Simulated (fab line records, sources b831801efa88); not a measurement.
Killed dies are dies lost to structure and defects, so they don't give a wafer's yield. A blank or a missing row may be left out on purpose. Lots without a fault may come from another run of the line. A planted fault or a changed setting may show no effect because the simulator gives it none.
A struck lot beside a sound one | flow sky130 | 15 steps out of a route of 708
Sound: wafers L705.1, L705.2, L705.5. Struck: wafers L713.2, L713.6. The cause comes at the end.
At each step with rows: each side's tool, then ch and its chambers, then its first start. Under that, the readings that differ: sound wafers | struck wafers | difference of the means | sigmas: that difference in standard deviations of wafers without a fault.
alike: readings whose means differ by less than 2 such deviations, and words and numbers that are the same on both sides. not compared: withheld readings, readings that some wafer has no value for, bounds like >300 that may hide the same value, and numbers for which the record gives no deviation and whose values overlap.
The two part at a step that has a row with sigmas, a row that says differs or no value, or rows on one side only. Numbers that don't overlap but have no deviation are shown without sigmas and don't part them. A reading that every wafer of one side lacks parts them only if that side has two wafers or more.

first, 4 steps without rows for these wafers: SKY_VIA3_STRIP_16 (strips in O2/N2); SKY_VIA3_STRIP_17 (strips in post etch residue remover, time 1200 s); SKY_VIA3_CLEAN_18 (cleans in IPA, time 180 s); SKY_VIA3_CLEAN_19 (cleans in O3/DIW).
SKY_VIA3_SPUTTER_20: material TiN, target thk 20 nm, time 80 s.
  sound on pvd_sputter-01, day 39 16:27; struck on pvd_sputter-01, day 42 03:26
  alike: throttle_valve_pct
then, 1 step without rows for these wafers: SKY_VIA3_CVD_21 (deposits W, target thk 390 nm, time 117.31 s).
SKY_VIA3_RS_MEAS_22: measures by four-point-probe.
  sound on film_metro-01, day 39 16:38; struck on film_metro-02, day 42 03:38
  reading            | sound             | struck      | difference | sigmas
  VIA3_W_RS (ohm/sq) | 0.306 0.298 0.304 | 0.294 0.291 | -0.010     | -3
SKY_VIA3_THK_MEAS_23: measures by xrf.
  sound on film_metro-01, day 39 16:45; struck on film_metro-02, day 42 03:45
  reading         | sound       | struck  | difference | sigmas
  VIA3_W_THK (nm) | 371 380 374 | 387 391 | +14        | +2
SKY_VIA3_CMP_24: polishes, stops on SiO2, t overpolish 20 s, target thk 0 nm.
  sound on cmp-02 ch 1,3, day 39 16:49; struck on cmp-01 ch 0,2, day 42 04:10
  alike: motor_current_A, overpolish_run_s, time_to_endpoint_s
then, 1 step without rows for these wafers: SKY_METAL4_SPUTTER_00 (material Ti, target thk 15 nm, time 10 s).
SKY_METAL4_SPUTTER_01: material TiN, target thk 20 nm, time 16.7 s.
  sound on pvd_sputter-02, day 39 17:08; struck on pvd_sputter-02, day 42 04:20
  alike: throttle_valve_pct
SKY_METAL4_SPUTTER_02: material AlCu, target thk 735 nm, time 39.1 s.
  sound on pvd_sputter-02, day 39 17:10; struck on pvd_sputter-02, day 42 04:22
  alike: throttle_valve_pct
SKY_METAL4_SPUTTER_03: material Ti, target thk 5 nm, time 3.3 s.
  sound on pvd_sputter-02, day 39 17:12; struck on pvd_sputter-02, day 42 04:25
  reading                                   | sound             | struck    | difference | sigmas
  model.Ti_of_METAL4_SPUTTER_03.thk_nm (nm) | 4.862 4.868 4.935 | 3.377 3.5 | -1.450     |
  alike: throttle_valve_pct
SKY_METAL4_SPUTTER_04: material TiN, target thk 70 nm, time 58.3 s.
  sound on pvd_sputter-02, day 39 17:13; struck on pvd_sputter-02, day 42 04:26
  alike: throttle_valve_pct
-- the record jumps here: 6 days lie between the struck wafers' starts before and after (it left off in module METAL4 and takes up again in module PAD_OPEN, whose first step shown is number 708 of the route) --
SKY_PAD_OPEN_PROBE_99:
  sound on prober-01, day 45 17:31; struck on prober-02, day 47 20:28
  reading         | sound | struck | difference | sigmas
  killed_at_other | 0 0 0 | 1 1    | +1         | +2
  alike: defect_limited_yield, killed_at_M0_to_M3, killed_at_M4_up, killed_at_contacts, killed_at_front_end, killed_dies, killed_open, killed_short, sort_bin_3_pad_short, sort_bin_5_function, sort_bin_6_memory, sort_n_pass, sort_yield_pct

WHERE THEY PART
First at SKY_VIA3_RS_MEAS_22; last, within this record, at SKY_PAD_OPEN_PROBE_99.

WHY: what the simulator had put in
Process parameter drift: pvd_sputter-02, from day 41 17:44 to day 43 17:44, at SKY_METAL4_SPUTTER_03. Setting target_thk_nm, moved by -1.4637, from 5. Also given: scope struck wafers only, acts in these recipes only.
